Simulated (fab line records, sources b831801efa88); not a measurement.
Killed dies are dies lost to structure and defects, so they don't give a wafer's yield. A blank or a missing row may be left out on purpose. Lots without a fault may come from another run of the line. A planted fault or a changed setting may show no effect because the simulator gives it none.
A struck lot beside a sound one | flow sfq_line | 17 steps out of a route of 325
Sound: wafers L118.3, L118.4, L118.5. Struck: wafers L121.2, L121.3, L121.4. The cause comes at the end.
At each step with rows: each side's tool, then ch and its chambers, then its first start. Under that, the readings that differ: sound wafers | struck wafers | difference of the means | sigmas: that difference in standard deviations of wafers without a fault.
alike: readings whose means differ by less than 2 such deviations, and words and numbers that are the same on both sides. not compared: withheld readings, readings that some wafer has no value for, bounds like >300 that may hide the same value, and numbers for which the record gives no deviation and whose values overlap.
The two part at a step that has a row with sigmas, a row that says differs or no value, or rows on one side only. Numbers that don't overlap but have no deviation are shown without sigmas and don't part them. A reading that every wafer of one side lacks parts them only if that side has two wafers or more.

SFQ_TRILAYER_I7_VIA_STRIP_STRIP_191: strips in O2.
  sound on rie_metal-02 ch 0,1, day 72 13:28; struck on rie_metal-04 ch 0,1, day 73 02:26
  alike: drypump_motor_current_A, oes_product_au
  not compared: rf_hours_counter_h
then, 8 steps without rows for these wafers: SFQ_TRILAYER_I7_VIA_STRIP_SOLV_CLEAN_192 (cleans in NMP, time 600 s); SFQ_TRILAYER_M8_LITHO_LOR_COAT_197; SFQ_TRILAYER_M8_LITHO_LOR_BAKE_198; SFQ_TRILAYER_M8_LITHO_COAT_193 (resist thk 600 nm); SFQ_TRILAYER_M8_LITHO_SOFTBAKE_199; SFQ_TRILAYER_M8_LITHO_EXPOSE_194 (exposes mask M8, target cd 2000 nm); SFQ_TRILAYER_M8_LITHO_PEB_196 (peb time 60 s); SFQ_TRILAYER_M8_LITHO_DEVELOP_195 (img clear 15 s, time 55 s).
SFQ_M8_OVL_MEAS_948:
  sound on overlay-02, day 72 22:44; struck on overlay-02, day 73 08:20
  alike: M8_OVL
then, 2 steps without rows for these wafers: SFQ_TRILAYER_M8_DEP_EVAP_197 (material Ti, target thk 20 nm, time 100 s); SFQ_TRILAYER_M8_DEP_EVAP_198 (material Pt, target thk 50 nm, time 250 s).
SFQ_TRILAYER_M8_DEP_EVAP_196: material Au, target thk 180 nm, time 900 s.
  sound on pvd_sputter-02, day 72 22:59; struck on pvd_sputter-01, day 73 08:35
  reading                                          | sound             | struck            | difference | sigmas
  model.Au_of_TRILAYER_M8_DEP_EVAP_196.thk_nm (nm) | 180.3 180.4 179.1 | 218.4 222.9 224.2 | +41.9      |
SFQ_M8_RS_MEAS_949: measures by four-point-probe.
  sound on film_metro-02, day 72 23:33; struck on film_metro-02, day 73 09:08
  reading           | sound                | struck               | difference | sigmas
  M8_AU_RS (ohm/sq) | 0.1537 0.1538 0.1544 | 0.1263 0.1239 0.1234 | -0.0294    | -15
SFQ_M8_THK_MEAS_950: measures by xrf.
  sound on film_metro-02, day 72 23:39; struck on film_metro-02, day 73 09:14
  reading        | sound             | struck            | difference | sigmas
  M8_AU_THK (nm) | 176.6 175.5 175.8 | 214.1 217.6 219.1 | +41.0      | +18
then, 1 step without rows for these wafers: SFQ_TRILAYER_M8_LIFTOFF_LIFTOFF_197 (chemistry NMP, time 600 s).
SFQ_M8_BOW_MEAS_951:
  sound on film_metro-01, day 72 23:54; struck on film_metro-04, day 73 09:29
  reading                 | sound                | struck               | difference | sigmas
  model.etest.i7.link_ohm | 1.06 1.065 1.05      | 1.016 0.9981 1.018   | -0.048     |
  model.etest.m8.ohm_sq   | 0.1535 0.1535 0.1546 | 0.1268 0.1242 0.1235 | -0.0290    |
  alike: M8_BOW

WHERE THEY PART
First at SFQ_M8_RS_MEAS_949; last, within this record, at SFQ_M8_THK_MEAS_950. Later steps at which nothing parts them and some readings are alike: SFQ_M8_BOW_MEAS_951.

WHY: what the simulator had put in
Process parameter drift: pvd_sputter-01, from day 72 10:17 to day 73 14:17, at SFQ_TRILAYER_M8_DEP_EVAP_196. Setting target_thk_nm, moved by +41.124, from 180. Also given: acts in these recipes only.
